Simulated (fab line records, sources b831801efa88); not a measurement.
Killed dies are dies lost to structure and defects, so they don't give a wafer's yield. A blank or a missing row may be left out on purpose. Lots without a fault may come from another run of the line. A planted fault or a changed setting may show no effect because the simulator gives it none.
One fault seen from 2 desks | flow gf180mcu | each desk has only its own numbers; what lay behind them comes last

THE METROLOGY DESK
What the gauges read, lot by lot, whatever tool the lot ran on: means of the sampled wafers that have a number. A lot is out of limits, marked OUT, if its mean lies more than 4 standard deviations from the usual mean; the brackets give that distance.
Columns: A = NWELL_OVL at GF_NWELL_OVL_MEAS_07, usual 0.5 nm; B = HV_LDD_2_TW at GF_HV_LDD_TW_MEAS_23, usual 1059; C = M1_ALCU_THK at GF_M1_THK_MEAS_06, usual 445 nm
lot  | first seen here | A    | B               | C
L550 | day 3 12:32     | 1.7  | 1052            | 452
L552 | day 3 18:25     | -1.3 | 1063            | 451
L555 | day 4 14:52     | -0.0 | 1061            | 449
L556 | day 4 18:49     | -0.3 | 1064            | 439
L557 | day 5 02:10     | 2.2  | 1062            | 441
L558 | day 5 09:02     | 0.7  | 1050            | 447
L560 | day 5 18:57     | -1.0 | 1049            | 444
L561 | day 5 22:49     | 2.6  | 1068            | 450
L564 | day 6 17:22     | 1.7  | 1065            | 432
L565 | day 6 18:15     | 1.4  | 1054            | 444
L566 | day 7 00:22     | 2.8  | 1087 (+4.3) OUT | 446
L567 | day 7 07:31     | -1.4 | 1087 (+4.3) OUT | 439
L568 | day 7 11:16     | 0.2  | 1087 (+4.2) OUT | 450
L573 | day 8 11:04     | 1.0  | 1057            | 433
This desk's finding: out of limits on L566, L567, L568; first on L566, day 15 21:49 (HV_LDD_2_TW at GF_HV_LDD_TW_MEAS_23). In limits: L550, L552, L555, L556, L557, L558, L560, L561, L564, L565, L573.

THE TOOL OWNER'S DESK: implanter-04
The tool's own readings at GF_HV_LDD_IMPLANT_21: means of the sampled wafers that have a number, for each lot that ran on this tool. A lot is out of limits, marked OUT, if its mean lies more than 4 standard deviations from the usual mean; the brackets give that distance.
Columns: A = beam_on_s at GF_HV_LDD_IMPLANT_21, usual 9.99 s; B = end_station_pressure_torr at GF_HV_LDD_IMPLANT_21, usual 5.2e-06 Torr; C = faraday_current_uA at GF_HV_LDD_IMPLANT_21, usual 282
lot  | first seen here | A     | B                         | C
L555 | day 12 14:37    | 9.92  | 5.1e-06                   | 284
L558 | day 13 20:23    | 9.99  | 5.2e-06                   | 282
L560 | day 14 07:43    | 10.04 | 5.0e-06                   | 281
L565 | day 15 14:34    | 9.75  | 5.3e-06                   | 288
L564 | day 15 16:23    | 9.89  | 5.2e-06                   | 285
L566 | day 15 21:34    | 10.79 | 4.1e-05 (+99 or more) OUT | 260
L567 | day 16 05:08    | 10.54 | 3.9e-05 (+99 or more) OUT | 266
L568 | day 16 08:32    | 10.72 | 3.8e-05 (+99 or more) OUT | 261
This desk's finding: out of limits on L566, L567, L568; first on L566, day 15 21:34 (end_station_pressure_torr at GF_HV_LDD_IMPLANT_21). In limits: L555, L558, L560, L565, L564.

PUT TOGETHER
The tool owner's desk could have raised an alarm at day 15 21:34, on L566, L567, L568.
The metrology desk could have raised an alarm at day 15 21:49, on L566, L567, L568.
Of the lots named, all ran GF_HV_LDD_IMPLANT_21 on implanter-04.

WHAT THE SIMULATOR HAD PUT IN
Process parameter drift: implanter-04, from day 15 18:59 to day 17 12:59, at GF_HV_LDD_IMPLANT_21. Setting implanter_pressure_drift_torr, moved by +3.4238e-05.
Process parameter drift: implanter-04, from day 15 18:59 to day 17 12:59, at GF_HV_LDD_IMPLANT_21. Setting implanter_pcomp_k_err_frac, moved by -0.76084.
Lots struck among those shown: L566, L567, L568.
Hours from the fault's start to each desk's first reading out of limits: the tool owner's desk, 3; the metrology desk, 3.
